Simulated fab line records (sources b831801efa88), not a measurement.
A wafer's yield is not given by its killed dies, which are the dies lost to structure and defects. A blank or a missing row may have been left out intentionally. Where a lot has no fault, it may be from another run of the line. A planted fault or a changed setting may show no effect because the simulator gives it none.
Split-lot experiment || flow sfq_line || 27 wafers read from 5 lots, route of 325 steps

## THE SPLIT
At SFQ_TRILAYER_M3_DEP_SPUTTER_073 (material Nb, target thk 200 nm, time 133.3 s), the setting time_s was moved away from the recipe's 133.3 s on 6 of the 27 wafers read, by -40.0% to +52.3%. For the rest of the wafers, this setting stayed at what the recipe calls for.

## FROM THE SPLIT TO THE READING: what the file shows between them, 3 steps
- SFQ_M3_RS_MEAS_919: measures by four-point-probe
- SFQ_TRILAYER_M3_LITHO_COAT_080: resist thk 62 nm
- SFQ_TRILAYER_M3_BARC_OPEN_METAL_ETCH_100: etches BARC in O2, target depth 125 nm, time 41.7 s

## THE READING
oes_product_au, in a.u., at SFQ_TRILAYER_M3_ETCH_METAL_ETCH_078 (etches Nb in Cl2/Ar, stops on SiO2, target depth 240 nm, time 120 s). On this fab line, fault-free wafers typically give 0.894 a.u. with a standard deviation of 0.0083 a.u.

{"wafer": "L075.1", "tool, chamber at the split": "pvd_sputter-05, -", "time_s as run, s": 133.3, "against the recipe": "recipe", "oes_product_au, a.u.": 0.902, "against lot-mates on the recipe": "-"}
{"wafer": "L075.2", "tool, chamber at the split": "pvd_sputter-05, -", "time_s as run, s": 133.3, "against the recipe": "recipe", "oes_product_au, a.u.": 0.885, "against lot-mates on the recipe": "-"}
{"wafer": "L075.3", "tool, chamber at the split": "pvd_sputter-05, -", "time_s as run, s": 133.3, "against the recipe": "recipe", "oes_product_au, a.u.": 0.894, "against lot-mates on the recipe": "-"}
{"wafer": "L075.4", "tool, chamber at the split": "pvd_sputter-05, -", "time_s as run, s": 133.3, "against the recipe": "recipe", "oes_product_au, a.u.": 0.889, "against lot-mates on the recipe": "-"}
{"wafer": "L075.5", "tool, chamber at the split": "pvd_sputter-05, -", "time_s as run, s": 133.3, "against the recipe": "recipe", "oes_product_au, a.u.": 0.897, "against lot-mates on the recipe": "-"}
{"wafer": "L075.6", "tool, chamber at the split": "pvd_sputter-05, -", "time_s as run, s": 133.3, "against the recipe": "recipe", "oes_product_au, a.u.": 0.888, "against lot-mates on the recipe": "-"}
{"wafer": "L076.3", "tool, chamber at the split": "pvd_sputter-04, -", "time_s as run, s": 133.3, "against the recipe": "recipe", "oes_product_au, a.u.": 0.908, "against lot-mates on the recipe": "-"}
{"wafer": "L076.4", "tool, chamber at the split": "pvd_sputter-04, -", "time_s as run, s": 133.3, "against the recipe": "recipe", "oes_product_au, a.u.": 0.911, "against lot-mates on the recipe": "-"}
{"wafer": "L076.5", "tool, chamber at the split": "pvd_sputter-04, -", "time_s as run, s": 133.3, "against the recipe": "recipe", "oes_product_au, a.u.": 0.906, "against lot-mates on the recipe": "-"}
{"wafer": "L078.1", "tool, chamber at the split": "pvd_sputter-05, -", "time_s as run, s": 133.3, "against the recipe": "recipe", "oes_product_au, a.u.": 0.873, "against lot-mates on the recipe": "-"}
{"wafer": "L078.2", "tool, chamber at the split": "pvd_sputter-05, -", "time_s as run, s": 203, "against the recipe": "+52.3%", "oes_product_au, a.u.": 0.990, "against lot-mates on the recipe": "+0.108"}
{"wafer": "L078.3", "tool, chamber at the split": "pvd_sputter-05, -", "time_s as run, s": 133.3, "against the recipe": "recipe", "oes_product_au, a.u.": 0.881, "against lot-mates on the recipe": "-"}
{"wafer": "L078.4", "tool, chamber at the split": "pvd_sputter-05, -", "time_s as run, s": 133.3, "against the recipe": "recipe", "oes_product_au, a.u.": 0.891, "against lot-mates on the recipe": "-"}
{"wafer": "L078.5", "tool, chamber at the split": "pvd_sputter-05, -", "time_s as run, s": 203, "against the recipe": "+52.3%", "oes_product_au, a.u.": 0.989, "against lot-mates on the recipe": "+0.107"}
{"wafer": "L078.6", "tool, chamber at the split": "pvd_sputter-05, -", "time_s as run, s": 203, "against the recipe": "+52.3%", "oes_product_au, a.u.": 0.983, "against lot-mates on the recipe": "+0.101"}
{"wafer": "L080.1", "tool, chamber at the split": "pvd_sputter-03, -", "time_s as run, s": 80.02, "against the recipe": "-40.0%", "oes_product_au, a.u.": 0.672, "against lot-mates on the recipe": -0.214}
{"wafer": "L080.2", "tool, chamber at the split": "pvd_sputter-03, -", "time_s as run, s": 80.02, "against the recipe": "-40.0%", "oes_product_au, a.u.": 0.674, "against lot-mates on the recipe": -0.212}
{"wafer": "L080.3", "tool, chamber at the split": "pvd_sputter-03, -", "time_s as run, s": 133.3, "against the recipe": "recipe", "oes_product_au, a.u.": 0.887, "against lot-mates on the recipe": "-"}
{"wafer": "L080.4", "tool, chamber at the split": "pvd_sputter-03, -", "time_s as run, s": 133.3, "against the recipe": "recipe", "oes_product_au, a.u.": 0.888, "against lot-mates on the recipe": "-"}
{"wafer": "L080.5", "tool, chamber at the split": "pvd_sputter-03, -", "time_s as run, s": 80.02, "against the recipe": "-40.0%", "oes_product_au, a.u.": 0.674, "against lot-mates on the recipe": -0.212}
{"wafer": "L080.6", "tool, chamber at the split": "pvd_sputter-03, -", "time_s as run, s": 133.3, "against the recipe": "recipe", "oes_product_au, a.u.": 0.884, "against lot-mates on the recipe": "-"}
{"wafer": "L084.1", "tool, chamber at the split": "pvd_sputter-04, -", "time_s as run, s": 133.3, "against the recipe": "recipe", "oes_product_au, a.u.": 0.902, "against lot-mates on the recipe": "-"}
{"wafer": "L084.2", "tool, chamber at the split": "pvd_sputter-04, -", "time_s as run, s": 133.3, "against the recipe": "recipe", "oes_product_au, a.u.": 0.897, "against lot-mates on the recipe": "-"}
{"wafer": "L084.3", "tool, chamber at the split": "pvd_sputter-04, -", "time_s as run, s": 133.3, "against the recipe": "recipe", "oes_product_au, a.u.": 0.897, "against lot-mates on the recipe": "-"}
{"wafer": "L084.4", "tool, chamber at the split": "pvd_sputter-04, -", "time_s as run, s": 133.3, "against the recipe": "recipe", "oes_product_au, a.u.": 0.896, "against lot-mates on the recipe": "-"}
{"wafer": "L084.5", "tool, chamber at the split": "pvd_sputter-04, -", "time_s as run, s": 133.3, "against the recipe": "recipe", "oes_product_au, a.u.": 0.896, "against lot-mates on the recipe": "-"}
{"wafer": "L084.6", "tool, chamber at the split": "pvd_sputter-04, -", "time_s as run, s": 133.3, "against the recipe": "recipe", "oes_product_au, a.u.": 0.896, "against lot-mates on the recipe": "-"}

FIT RESULTS
A straight line over all 27 wafers: oes_product_au changes by +0.00322 a.u. for each +1% of time_s; r = +0.89; the points scatter about the line by 0.037 a.u.
The same after taking each lot's own level away (the mean of its wafers on the recipe; 27 wafers): +0.00329 a.u. for each +1%; r = +0.92; scatter 0.032 a.u.
According to that fit, moving time_s by its largest amount changes the reading by 0.17 a.u.
The span of the lots' own levels, 0.8817 to 0.9083 a.u., comes to 3.2 times the standard deviation stated above.
The two slopes are in agreement: the lot-to-lot level therefore moves the slope only a little.
Check: with one of the wafers moved furthest among these (+52.3%) left out of the fit, the line predicts +0.17 a.u. for it against its lot-mates. Against them it came out at +0.108 a.u.

## ADDITIONAL SPLITS CARRIED BY THESE WAFERS
Note: prior to the reading, these wafers also went through further splits. Each is held against what the fit with the lots' levels taken away leaves over:
{"other split on the same wafers": "SFQ_TRILAYER_INCOMING_OXIDATION_002 ox_time_s", "wafers away from the commonest value": 21, "r with oes_product_au (lot level and that fit taken away)": "+0.01"}
{"other split on the same wafers": "SFQ_TRILAYER_M0_DEP_SPUTTER_019 time_s", "wafers away from the commonest value": 9, "r with oes_product_au (lot level and that fit taken away)": -0.18}
{"other split on the same wafers": "SFQ_TRILAYER_M1_DEP_SPUTTER_037 time_s", "wafers away from the commonest value": 12, "r with oes_product_au (lot level and that fit taken away)": "+0.14"}
{"other split on the same wafers": "SFQ_TRILAYER_I1_DEP_PECVD_045 time_s", "wafers away from the commonest value": 12, "r with oes_product_au (lot level and that fit taken away)": "+0.35"}
{"other split on the same wafers": "SFQ_TRILAYER_M2_ETCH_METAL_ETCH_060 time_s", "wafers away from the commonest value": 12, "r with oes_product_au (lot level and that fit taken away)": "+0.13"}

## THE WHOLE CHAIN: every reading that the file lists as answering this split, in the file's order
{"step": "SFQ_TRILAYER_M3_DEP_SPUTTER_073", "what it does": "material Nb, target thk 200 nm, time 133.3 s", "reading": "Nb_of_TRILAYER_M3_DEP_SPUTTER_073.thk_nm (the simulator's own value, which no gauge read)", "change (the file's fit)": "+2.03 nm for each +1% of the setting", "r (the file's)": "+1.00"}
{"step": "SFQ_M3_RS_MEAS_919", "what it does": "measures by four-point-probe", "reading": "M3_NB_RS", "change (the file's fit)": "-0.00977 for each +1% of the setting", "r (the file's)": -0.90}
{"step": "SFQ_TRILAYER_M3_ETCH_METAL_ETCH_078", "what it does": "etches Nb in Cl2/Ar, stops on SiO2, target depth 240 nm, time 120 s", "reading": "oes_product_au", "change (the file's fit)": "+0.00324 a.u. for each +1% of the setting", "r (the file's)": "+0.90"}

## THE FILE'S OWN FIT
oes_product_au changes by +0.00324 a.u. for each +1% of time_s, r = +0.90.
